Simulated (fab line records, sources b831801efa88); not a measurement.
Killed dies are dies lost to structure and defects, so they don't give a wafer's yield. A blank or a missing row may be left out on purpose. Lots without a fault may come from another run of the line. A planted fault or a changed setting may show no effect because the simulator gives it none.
fab line records | flow sky130
record lots=5 wafers=15 last_day=51
route steps=708 shown CONTACT@424 METAL1@434 PAD_OPEN@708
lots that met no fault: from a run of the same line without faults
start_h: hours from the record's first day to the start of the lot's first wafer shown | wait_h: hours since the lot's step before | " the same as in the row above | L1.1+2: a row that stands for several wafers | - no value, or no start given | * or withheld: withheld | < > ~ a bound
route shown NAME@n: a module of which the file shows steps, and the number in the route of the first | usual: mean/standard deviation of fault-free wafers | same: alike in all rows | chamber/n: place in a boat | sites: the reading at each site | _std_site: their standard deviation | _edge_site: outer sites' mean less inner sites' | radius_mm: how far each site lies from the wafer's centre | mask NAME#n: copy n | behind: the tool/chamber that last shaped the wafer | hold: why the lot was held/for how many hours/how that ended | device: the transistor (n, p or np) that didn't switch | end of line: the same wafers' tests at the end of the route | a step without rows: its recipe alone | killed: dies lost to structure and defects at the first sort, not the wafer's yield | map: a wafer's dies, x killed, . not, _ none there
set.NAME: the setting as run; set.NAME@STEP: as run at that earlier step | model.NAME: the simulator's own value behind a step, which no gauge read
lots at some steps of the route; a table a step, a row a wafer
services: from which hour (start_h, from the record's first day; less than 0 if before it) a tool's chamber was out of use, for how many hours, and why
## steps
# step SKY_CONTACT_ETCH_18
# recipe target=Si3N4 chemistry=CHF3/O2 stop_on=TiN source_w=600 bias_w=200 pressure_mtorr=40 chf3_flow_sccm=50 O2_flow_sccm=5 time_s=39 target_depth_a=750
# usual drypump_motor_current_A=5.7/0.33 oes_product_au=0.856/0.0078 throttle_valve_pct=8.794/0.01
# columns lot.wafer tool chamber start_h wait_h drypump_motor_current_A oes_product_au rf_hours_counter_h throttle_valve_pct
L177.3 rie_diel-02 1 - - 5.4 0.839 16 8.774
L177.4 " 2 " " 6.2 0.855 4 8.798
L177.6 " 1 " " 5.3 0.864 - 8.795
L180.2 rie_diel-02 3 - - 5.5 0.853 17 8.794
L180.5 " 0 " " 5.5 0.859 - 8.777
L180.6 " 1 " " 5.4 0.854 - 8.798
L186.3 rie_diel-02 2 - - 6.2 0.862 6 8.787
L186.4 " 1 " " 5.4 0.857 19 8.802
L186.6 " 1 " " 5.4 0.855 - 8.780
L187.1 rie_diel-03 0 - - 5.7 0.853 7 8.773
L187.3 " 2 " " 5.6 0.866 8 8.784
L187.6 " 2 " " 5.6 0.859 - 8.800
L190.1 rie_diel-02 0 - - 5.5 0.850 2 8.803
L190.4 " 1 " " 5.4 0.853 20 8.799
L190.5 " 3 " " 5.5 0.857 - 8.799
# step SKY_CONTACT_STRIP_19
# recipe chemistry=O2/N2 power_w=1400 pressure_mtorr=1500 platen_temp_c=withheld o2_flow_sccm=3000 n2_flow_sccm=300 overash_fraction=0.5
# usual drypump_motor_current_A=5.8/0.57 oes_product_au=0.382/0.0051 strip_time_to_endpoint_s=3.637/0.029
# columns lot.wafer tool chamber start_h wait_h drypump_motor_current_A oes_product_au rf_hours_counter_h strip_time_to_endpoint_s
L177.3 plasma_asher-03 1 826.41 - 6.7 0.383 - 3.684
L177.4 " 0 " " 5.0 0.391 - 3.613
L177.6 " 1 " " 6.7 0.384 - 3.677
L180.2 plasma_asher-04 1 859.58 - 5.7 0.380 74 3.590
L180.5 " 1 " " 5.7 0.375 - 3.596
L180.6 " 0 " " 6.0 0.385 - 3.674
L186.3 plasma_asher-02 0 910.67 - 5.5 0.379 - 3.615
L186.4 " 1 " " 6.0 0.382 - 3.672
L186.6 " 0 " " 5.6 0.374 - 3.677
L187.1 plasma_asher-02 0 921.68 - 5.5 0.376 18 3.594
L187.3 " 0 " " 5.5 0.382 - 3.680
L187.6 " 0 " " 5.6 0.382 - 3.672
L190.1 plasma_asher-04 0 936.78 - 6.1 0.386 82 3.644
L190.4 " 0 " " 6.0 0.379 - 3.676
L190.5 " 1 " " 5.7 0.391 - 3.656
# step SKY_CONTACT_STRIP_20
# recipe chemistry=post_etch_residue_remover time_s=1200 temp_c=72.5
# step SKY_CONTACT_CLEAN_21
# recipe chemistry=IPA time_s=180 temp_c=25
# step SKY_CONTACT_CLEAN_22
# recipe chemistry=O3/DIW dry=n2_spin
# step SKY_CONTACT_SPUTTER_23
# recipe material=TiN target_thk_nm=20 chamber_pressure_pa=5 power_w=4000 time_s=80
# step SKY_CONTACT_CVD_24
# recipe material=W target_thk_nm=340 time_s=102.12 temp_c=400 pressure_torr=40
# usual heater_power_outer_w=521/60 heater_power_w=826/80
# columns lot.wafer tool chamber start_h wait_h heater_power_outer_w heater_power_w
L177.3 cvd_w-01 0 827.11 0.1 417 664
L177.4 " 1 " " 495 810
L177.6 " 0 " " 419 678
L180.2 cvd_w-02 1 860.25 0.0 533 877
L180.5 " 0 " " 595 916
L180.6 " 1 " " 543 867
L186.3 cvd_w-01 0 911.34 0.1 427 662
L186.4 " 1 " " 500 796
L186.6 " 0 " " 433 651
L187.1 cvd_w-02 1 922.33 0.0 506 798
L187.3 " 1 " " 510 779
L187.6 " 1 " " 495 825
L190.1 cvd_w-01 1 937.44 0.0 489 805
L190.4 " 1 " " 496 797
L190.5 " 1 " " 493 844
# step SKY_CONTACT_RS_MEAS_25
# recipe thk_meas_gauge=four-point-probe reads=W_of_CONTACT_CVD_24+TiN_of_CONTACT_SPUTTER_23
# usual CONTACT_W_RS=0.338/0.0043
# columns lot.wafer tool chamber start_h wait_h CONTACT_W_RS[ohm/sq]
L177.3 film_metro-01 - 827.22 0.1 0.331
L177.4 " - " " 0.339
L177.6 " - " " 0.328
L180.2 film_metro-03 - 860.38 0.1 0.341
L180.5 " - " " 0.345
L180.6 " - " " 0.345
L186.3 film_metro-02 - 911.45 0.1 0.334
L186.4 " - " " 0.339
L186.6 " - " " 0.334
L187.1 film_metro-03 - 922.44 0.1 0.337
L187.3 " - " " 0.336
L187.6 " - " " 0.340
L190.1 film_metro-03 - 937.55 0.1 0.336
L190.4 " - " " 0.333
L190.5 " - " " 0.336
# step SKY_CONTACT_THK_MEAS_26
# recipe thk_meas_gauge=xrf reads=W_of_CONTACT_CVD_24
# usual CONTACT_W_THK=342/4.3
# columns lot.wafer tool chamber start_h wait_h CONTACT_W_THK[nm]
L177.3 film_metro-01 - 827.32 0.1 348
L177.4 " - " " 338
L177.6 " - " " 351
L180.2 film_metro-03 - 860.49 0.1 339
L180.5 " - " " 336
L180.6 " - " " 336
L186.3 film_metro-02 - 911.55 0.1 347
L186.4 " - " " 342
L186.6 " - " " 348
L187.1 film_metro-03 - 922.56 0.1 343
L187.3 " - " " 347
L187.6 " - " " 340
L190.1 film_metro-03 - 937.67 0.1 346
L190.4 " - " " 347
L190.5 " - " " 343
# step SKY_CONTACT_CMP_27
# recipe stop_on=SiO2 t_overpolish_s=15 down_force_psi=3.5 platen_rpm=60 target_thk_nm=0 pad_velocity_m_s=0.94248
# usual motor_current_A=10.5/0.88 overpolish_run_s=15.001/0.0086 retaining_ring_pressure_frac=1.000/0.0057 time_to_endpoint_s=82/3.4
# columns lot.wafer tool chamber start_h wait_h motor_current_A overpolish_run_s retaining_ring_pressure_frac time_to_endpoint_s
L177.3 cmp-02 2 827.41 0.1 9.7 15.008 0.995 88
L177.4 " 0 " " 9.8 15.000 0.996 91
L177.6 " 2 " " 10.1 15.000 0.995 89
L180.2 cmp-02 0 860.64 0.1 9.4 14.998 1.000 82
L180.6 " 2 " " 10.3 15.013 0.989 81
L180.5 " 3 " " 10.1 14.994 1.007 77
L186.4 cmp-02 3 911.64 0.1 10.3 15.005 0.999 81
L186.3 " 1 " " 10.8 14.998 1.005 83
L186.6 " 2 " " 10.3 15.003 1.001 83
L187.1 cmp-01 0 922.62 0.1 9.5 15.001 0.998 85
L187.3 " 3 " " 12.5 14.991 1.000 81
L187.6 " 0 " " 9.7 15.006 1.014 86
L190.4 cmp-01 3 937.73 0.0 12.5 15.008 0.997 84
L190.1 " 1 " " 11.6 14.991 0.989 85
L190.5 " 0 " " 10.2 14.983 0.993 86
# step SKY_METAL1_SPUTTER_00
# recipe material=Ti target_thk_nm=15 power_w=3000 time_s=10 chamber_pressure_pa=0.3887
# step SKY_METAL1_SPUTTER_01
# recipe material=TiN target_thk_nm=20 power_w=6500 time_s=16.7 chamber_pressure_pa=0.4
# step SKY_METAL1_SPUTTER_02
# recipe material=AlCu target_thk_nm=250 power_w=10600 time_s=13.3 chamber_pressure_pa=0.4
# usual cathode_dc_power_W=10600/1.8 throttle_valve_pct=30.1/0.88
# columns lot.wafer tool chamber start_h wait_h cathode_dc_power_W throttle_valve_pct model.AlCu_of_METAL1_SPUTTER_02.thk_nm
L177.3 pvd_sputter-03 - 827.71 0.0 10598 30.8 252.4
L177.4 " - " " 10600 30.0 254
L177.6 " - " " 10600 30.7 251.2
L180.2 pvd_sputter-04 - 860.89 0.0 10602 29.7 252.9
L180.5 " - " " 10600 31.3 257.3
L180.6 " - " " 10601 30.6 252.3
L186.3 pvd_sputter-04 - 911.94 0.0 12122 31.2 287.4
L186.4 " - " " 10599 29.8 249.8
L186.6 " - " " 10600 29.7 249.4
L187.1 pvd_sputter-03 - 922.97 0.0 10602 30.8 255.5
L187.3 " - " " 10599 30.6 251.7
L187.6 " - " " 10599 30.9 251.7
L190.1 pvd_sputter-01 - 938.08 0.0 10596 30.5 250.2
L190.4 " - " " 10600 30.0 248.6
L190.5 " - " " 10600 30.2 248.3
# step SKY_METAL1_SPUTTER_03
# recipe material=Ti target_thk_nm=5 power_w=3000 time_s=3.3 chamber_pressure_pa=0.4
# usual cathode_dc_power_W=3000.0/0.53 throttle_valve_pct=30.1/0.9
# columns lot.wafer tool chamber start_h wait_h cathode_dc_power_W throttle_valve_pct
L177.3 pvd_sputter-03 - 827.74 0.0 2999.6 30.8
L177.4 " - " " 2999.9 30.2
L177.6 " - " " 3001.0 30.7
L180.2 pvd_sputter-04 - 860.91 0.0 3000.6 29.7
L180.5 " - " " 2999.9 31.3
L180.6 " - " " 2999.7 30.3
L186.3 pvd_sputter-04 - 911.96 0.0 2999.8 31.2
L186.4 " - " " 3000.6 29.4
L186.6 " - " " 3000.5 29.8
L187.1 pvd_sputter-03 - 923.00 0.0 2999.6 30.8
L187.3 " - " " 2999.4 31.0
L187.6 " - " " 3000.0 30.7
L190.1 pvd_sputter-01 - 938.10 0.0 2998.9 30.5
L190.4 " - " " 3000.1 29.9
L190.5 " - " " 2999.4 29.9
# step SKY_METAL1_SPUTTER_04
# recipe material=TiN target_thk_nm=70 power_w=6500 time_s=58.3 chamber_pressure_pa=0.4
# step SKY_METAL1_RS_MEAS_05
# recipe thk_meas_gauge=four-point-probe reads=TiN_of_METAL1_SPUTTER_04+Ti_of_METAL1_SPUTTER_03+AlCu_of_METAL1_SPUTTER_02+TiN_of_METAL1_SPUTTER_01+Ti_of_METAL1_SPUTTER_00
# usual METAL1_ALCU_RS=0.1263/0.0012
# columns lot.wafer tool chamber start_h wait_h METAL1_ALCU_RS[ohm/sq]
L177.3 film_metro-04 - 827.84 0.1 0.1254
L177.4 " - " " 0.1247
L177.6 " - " " 0.1262
L180.2 film_metro-03 - 861.00 0.0 0.1252
L180.5 " - " " 0.1230
L180.6 " - " " 0.1254
L186.3 film_metro-03 - 912.07 0.1 0.1101
L186.4 " - " " 0.1268
L186.6 " - " " 0.1269
L187.1 film_metro-03 - 923.06 0.0 0.1240
L187.3 " - " " 0.1261
L187.6 " - " " 0.1261
L190.1 film_metro-03 - 938.17 0.0 0.1267
L190.4 " - " " 0.1274
L190.5 " - " " 0.1277
# step SKY_METAL1_THK_MEAS_06
# recipe thk_meas_gauge=xrf reads=AlCu_of_METAL1_SPUTTER_02
# usual METAL1_ALCU_THK=252.6/2.8
# columns lot.wafer tool chamber start_h wait_h METAL1_ALCU_THK[nm]
L177.3 film_metro-04 - 827.94 0.1 254.4
L177.4 " - " " 256.0
L177.6 " - " " 254.0
L180.2 film_metro-03 - 861.11 0.1 251.6
L180.5 " - " " 256.5
L180.6 " - " " 251.6
L186.3 film_metro-03 - 912.17 0.1 289.8
L186.4 " - " " 254.6
L186.6 " - " " 249.9
L187.1 film_metro-03 - 923.18 0.1 255.5
L187.3 " - " " 253.7
L187.6 " - " " 252.8
L190.1 film_metro-03 - 938.29 0.1 252.5
L190.4 " - " " 248.8
L190.5 " - " " 248.8
# step SKY_METAL1_DEHYDRATE_07
# recipe temp_c=200 time_s=60
# step SKY_PAD_OPEN_PROBE_99
# usual defect_limited_yield=82.5/1.9 killed_at_M0_to_M3=44/7.1 killed_at_M4_up=3.3/1.9 killed_at_contacts=24/5.3 killed_at_front_end=15/4.5 killed_at_other=0.3/0.55 killed_dies=86/9.5 killed_open=46/7.3 killed_short=39/6.4 sort_bin_3_pad_short=0.9/0.43 sort_bin_5_function=10.3/1.4 sort_bin_6_memory=6.3/1 sort_n_pass=406/9.5 sort_yield_pct=82.5/1.9
# same gross_dies=492 killed_at_back_side=0 sort_bin_4_leakage[%]=0 sort_bin_8_speed[%]=0
# columns lot.wafer tool chamber start_h wait_h defect_limited_yield[%] killed_at_M0_to_M3 killed_at_M4_up killed_at_contacts killed_at_front_end killed_at_other killed_dies killed_open killed_short sort_bin_3_pad_short[%] sort_bin_5_function[%] sort_bin_6_memory[%] sort_n_pass sort_yield_pct[%] model.etest.met1.line_ohm_um model.etest.met1.rs_ohm_sq
L177.3 prober-02 - 1165.55 0.2 85.0 36 3 22 13 0 74 44 30 0.6 8.9 5.5 418 85.0 0.889 0.1273
L177.4 prober-02 - 1165.60 0.2 85.6 30 4 22 15 0 71 38 32 0.6 8.3 5.5 421 85.6 0.888 0.1264
L177.6 prober-02 - 1165.70 0.2 83.3 38 4 26 14 0 82 44 38 0.6 8.9 7.1 410 83.3 0.9124 0.1287
L180.2 prober-02 - 1189.35 0.1 81.1 51 3 30 9 0 93 48 43 0.6 11.6 6.7 399 81.1 0.8914 0.1278
L180.5 prober-02 - 1189.50 0.2 83.7 44 4 24 8 0 80 43 37 0.8 10.2 5.3 412 83.7 0.8671 0.1257
L180.6 prober-02 - 1189.55 0.2 83.1 41 0 34 8 0 83 51 30 0.8 9.6 6.5 409 83.1 0.9347 0.1282
L186.3 prober-01 - 1220.32 0.2 79.3 43 5 33 21 0 102 54 48 0.8 12.4 7.5 390 79.3 0.7739 0.1093
L186.4 prober-01 - 1220.37 0.2 82.5 42 5 24 15 0 86 48 38 1.2 9.8 6.5 406 82.5 0.9224 0.1286
L186.6 prober-01 - 1220.47 0.2 82.1 43 3 25 17 0 88 51 35 1.2 9.8 6.9 404 82.1 0.921 0.1281
L187.1 prober-01 - 1226.01 0.1 85.0 40 1 20 13 0 74 37 37 0.2 9.8 5.1 418 85.0 0.8748 0.1258
L187.3 prober-01 - 1226.11 0.2 82.5 43 5 24 13 1 86 43 43 1.4 11.6 4.5 406 82.5 0.892 0.1273
L187.6 prober-01 - 1226.26 0.2 83.9 37 3 27 12 0 79 45 33 1.0 9.3 5.7 413 83.9 0.9304 0.1287
L190.1 prober-01 - 1235.42 0.1 78.3 48 4 33 22 0 107 58 49 1.2 12.2 8.3 385 78.3 0.9105 0.1275
L190.4 prober-01 - 1235.57 0.2 81.9 33 3 37 16 0 89 49 40 1.0 10.2 6.9 403 81.9 0.9127 0.1286
L190.5 prober-01 - 1235.62 0.2 79.7 50 3 30 17 0 100 55 45 0.8 12.4 7.1 392 79.7 0.9015 0.129
# killed by level:class
L177.3 VIA3:geometric_particle:open=10 VIA1:geometric_particle:open=10 LI_CONTACT:geometric_particle:open=7 CONTACT:geometric_particle:open=6 LOCAL_INTERCONNECT:geometric_particle:short=6 FIELD_ISO:geometric_particle:open=4 POLY_GATE:geometric_particle:short=4 VIA2:geometric_particle:short=4
L177.4 CONTACT:geometric_particle:open=12 VIA2:geometric_particle:open=6 METAL3:geometric_particle:short=5 FIELD_ISO:geometric_particle:open=4 FIELD_ISO:geometric_particle:short=4 POLY_GATE:geometric_particle:open=4 VIA3:geometric_particle:open=4 CONTACT:geometric_particle:short=4
L177.6 VIA1:geometric_particle:open=10 CONTACT:geometric_particle:open=9 FIELD_ISO:geometric_particle:open=6 VIA1:geometric_particle:short=6 CONTACT:geometric_particle:short=6 METAL1:geometric_particle:short=6 VIA3:geometric_particle:open=6 LOCAL_INTERCONNECT:geometric_particle:short=5
L180.2 VIA1:geometric_particle:open=13 CONTACT:geometric_particle:open=9 METAL2:geometric_particle:short=9 LI_CONTACT:geometric_particle:open=7 LOCAL_INTERCONNECT:geometric_particle:short=6 VIA3:geometric_particle:open=6 METAL1:geometric_particle:short=5 LI_CONTACT:geometric_particle:short=4
L180.5 VIA1:geometric_particle:open=13 CONTACT:geometric_particle:open=11 VIA2:geometric_particle:open=7 METAL1:geometric_particle:short=5 VIA1:geometric_particle:short=5 METAL2:geometric_particle:short=5 LI_CONTACT:geometric_particle:short=4 LI_CONTACT:geometric_particle:open=4
L180.6 VIA1:geometric_particle:open=14 LI_CONTACT:geometric_particle:open=13 METAL2:geometric_particle:short=7 CONTACT:geometric_particle:open=6 LI_CONTACT:geometric_particle:short=5 VIA2:geometric_particle:open=5 CONTACT:geometric_particle:short=4 VIA1:geometric_particle:short=4
L186.3 CONTACT:geometric_particle:open=13 VIA1:geometric_particle:open=9 POLY_GATE:geometric_particle:open=6 LI_CONTACT:geometric_particle:open=5 VIA2:geometric_particle:open=5 CONTACT:geometric_particle:short=5 METAL2:geometric_particle:short=5 VIA1:geometric_particle:short=5
L186.4 LI_CONTACT:geometric_particle:open=9 METAL2:geometric_particle:short=8 CONTACT:geometric_particle:open=7 VIA2:geometric_particle:open=6 VIA1:geometric_particle:open=5 METAL2:geometric_particle:open=5 POLY_GATE:geometric_particle:open=4 LOCAL_INTERCONNECT:geometric_particle:short=4
L186.6 VIA3:geometric_particle:open=9 VIA2:geometric_particle:open=7 CONTACT:geometric_particle:open=7 VIA1:geometric_particle:open=7 LI_CONTACT:geometric_particle:open=6 POLY_GATE:geometric_particle:short=5 LOCAL_INTERCONNECT:geometric_particle:short=5 FIELD_ISO:geometric_particle:open=4
L187.1 VIA3:geometric_particle:open=7 CONTACT:geometric_particle:open=7 FIELD_ISO:geometric_particle:short=6 LI_CONTACT:geometric_particle:open=6 VIA1:geometric_particle:open=6 VIA2:geometric_particle:open=6 VIA1:geometric_particle:short=5 CONTACT:geometric_particle:short=5
L187.3 CONTACT:geometric_particle:open=12 VIA1:geometric_particle:open=9 VIA1:geometric_particle:short=8 METAL4:geometric_particle:short=5 POLY_GATE:geometric_particle:short=5 METAL1:geometric_particle:short=5 FIELD_ISO:geometric_particle:open=4 METAL2:geometric_particle:short=4
L187.6 CONTACT:geometric_particle:open=10 VIA3:geometric_particle:open=8 LI_CONTACT:geometric_particle:open=7 VIA1:geometric_particle:open=6 METAL1:geometric_particle:short=5 METAL2:geometric_particle:short=5 POLY_GATE:geometric_particle:open=4 CONTACT:geometric_particle:short=4
L190.1 CONTACT:geometric_particle:open=13 POLY_GATE:geometric_particle:short=9 VIA3:geometric_particle:open=8 VIA1:geometric_particle:short=7 LI_CONTACT:geometric_particle:open=7 VIA1:geometric_particle:open=7 CONTACT:geometric_particle:short=6 METAL2:geometric_particle:short=6
L190.4 LI_CONTACT:geometric_particle:open=12 CONTACT:geometric_particle:open=10 VIA1:geometric_particle:open=8 METAL1:geometric_particle:short=6 CONTACT:geometric_particle:short=6 FIELD_ISO:geometric_particle:open=5 LOCAL_INTERCONNECT:geometric_particle:short=5 FIELD_ISO:geometric_particle:short=4
L190.5 VIA2:geometric_particle:open=10 VIA1:geometric_particle:open=9 LI_CONTACT:geometric_particle:open=8 CONTACT:geometric_particle:open=8 VIA1:geometric_particle:short=8 CONTACT:geometric_particle:short=6 METAL2:geometric_particle:short=6 LI_CONTACT:geometric_particle:short=5
## services
# columns tool chamber start_h hours kind
cmp-01 - 805.65 0.6 repair
rie_diel-03 - 805.78 15.6 pm
cvd_w-02 1 826.57 2.8 repair
plasma_asher-04 - 827.93 1.5 repair
rie_diel-02 - 832.54 14.6 pm
rie_diel-03 2 833.64 9.0 repair
cmp-01 - 839.96 1.0 repair
plasma_asher-04 - 848.35 1.7 repair
cvd_w-01 - 855.31 0.4 repair
pvd_sputter-04 - 857.28 1.5 repair
rie_diel-02 - 859.71 0.4 repair
cvd_w-02 0 866.81 10.2 repair
rie_diel-03 0 880.72 6.2 repair
cmp-01 - 885.71 1.0 repair
pvd_sputter-04 - 888.79 5.0 repair
rie_diel-02 2 892.22 7.5 repair
plasma_asher-02 - 894.68 10.7 repair
cvd_w-02 - 904.00 14.0 pm
plasma_asher-04 - 905.92 4.2 repair
cmp-02 - 912.25 4.0 pm
plasma_asher-04 - 926.29 2.8 pm
plasma_asher-03 - 930.40 8.7 repair
plasma_asher-02 - 931.88 15.6 pm
rie_diel-03 2 934.58 1.2 repair
## key
first_sign step=SKY_METAL1_SPUTTER_02 reading=cathode_dc_power_W direction=up sigmas=99+ usual=10600 struck=12122
effect step=SKY_METAL1_RS_MEAS_05 reading=METAL1_ALCU_RS direction=down sigmas=13 usual=0.1263 struck=0.1101
effect step=SKY_METAL1_THK_MEAS_06 reading=METAL1_ALCU_THK direction=up sigmas=13 usual=252.6 struck=289.8
model_effect step=SKY_METAL1_SPUTTER_02 value=AlCu_of_METAL1_SPUTTER_02.thk_nm without=251.6 struck=287.4
model_effect step=SKY_PAD_OPEN_PROBE_99 value=etest.met1.line_ohm_um without=0.8878 struck=0.7739
met_at SKY_METAL1_SPUTTER_02
struck_wafers L186.3
onset_between 860.89 911.94
fault kind=process_parameter_drift tool=pvd_sputter-04 chamber=- onset_h=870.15 steps=SKY_METAL1_SPUTTER_02 channel=power_w offset=* shape=step end_h=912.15 acts_in=* stated=* scope=struck_wafers_only
